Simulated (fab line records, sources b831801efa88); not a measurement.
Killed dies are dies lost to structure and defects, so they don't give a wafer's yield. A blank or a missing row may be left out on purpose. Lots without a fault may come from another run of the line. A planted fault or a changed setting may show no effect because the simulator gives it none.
One fault seen from 2 desks | flow gf180mcu | each desk has only its own numbers; what lay behind them comes last

THE METROLOGY DESK
What the gauges read, lot by lot, whatever tool the lot ran on: means of the sampled wafers that have a number. A lot is out of limits, marked OUT, if its mean lies more than 4 standard deviations from the usual mean; the brackets give that distance.
Columns: A = V4_CVD_00_THK at GF_V4_THK_MEAS_01, usual 600 nm; B = V4_BOW at GF_V4_BOW_MEAS_05, usual 134 um
lot  | first seen here | A   | B
L416 | day 23 18:04    | 604 | 132
L417 | day 24 02:02    | 603 | 153
L418 | day 24 11:15    | 599 | 134
L420 | day 24 22:15    | 596 | 127
L422 | day 25 16:08    | 601 | 122
L423 | day 26 03:11    | 605 | 122
L424 | day 26 08:51    | 603 | 143
L425 | day 26 18:01    | 598 | 142
L427 | day 27 01:23    | 600 | 139
L430 | day 28 06:09    | 596 | 136
L433 | day 29 05:00    | 590 | 124
L438 | day 30 14:50    | 613 | 136
L437 | day 30 19:01    | 608 | 135
This desk's finding: nothing out of limits on any of the 13 lots.

THE TOOL OWNER'S DESK: plasma_asher-04
The tool's own readings at GF_VT_IMPLANT_STRIP_42 (strips in O2/N2): means of the sampled wafers that have a number, for each lot that ran on this tool. A lot is out of limits, marked OUT, if its mean lies more than 4 standard deviations from the usual mean; the brackets give that distance.
Columns: A = drypump_motor_current_A at GF_VT_IMPLANT_STRIP_42, usual 5.7 A; B = heater_power_w at GF_VT_IMPLANT_STRIP_42, usual 323 W; C = oes_product_au at GF_VT_IMPLANT_STRIP_42, usual 0.716 a.u.; D = strip_time_to_endpoint_s at GF_VT_IMPLANT_STRIP_42, usual 12.64 s
lot  | first seen here | A   | B   | C               | D
L416 | day 7 17:45     | 5.9 | 315 | 0.713           | 12.62
L424 | day 9 21:42     | 5.8 | 307 | 0.717           | 12.64
L433 | day 12 11:29    | 5.9 | 324 | 0.937 (+50) OUT | -
This desk's finding: out of limits on L433; first on L433, day 12 11:29 (oes_product_au at GF_VT_IMPLANT_STRIP_42). In limits: L416, L424.

PUT TOGETHER
The tool owner's desk could have raised an alarm at day 12 11:29, on L433.
The metrology desk saw nothing out of limits.
The metrology desk has L433 on record, within its limits.
Of the lots named, all ran GF_VT_IMPLANT_STRIP_42 on plasma_asher-04.

WHAT THE SIMULATOR HAD PUT IN
Strip aborted: plasma_asher-04, from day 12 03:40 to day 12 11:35, at GF_VT_IMPLANT_STRIP_42. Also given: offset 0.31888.
Lots struck among those shown: L433.
Hours from the fault's start to each desk's first reading out of limits: the tool owner's desk, 8.
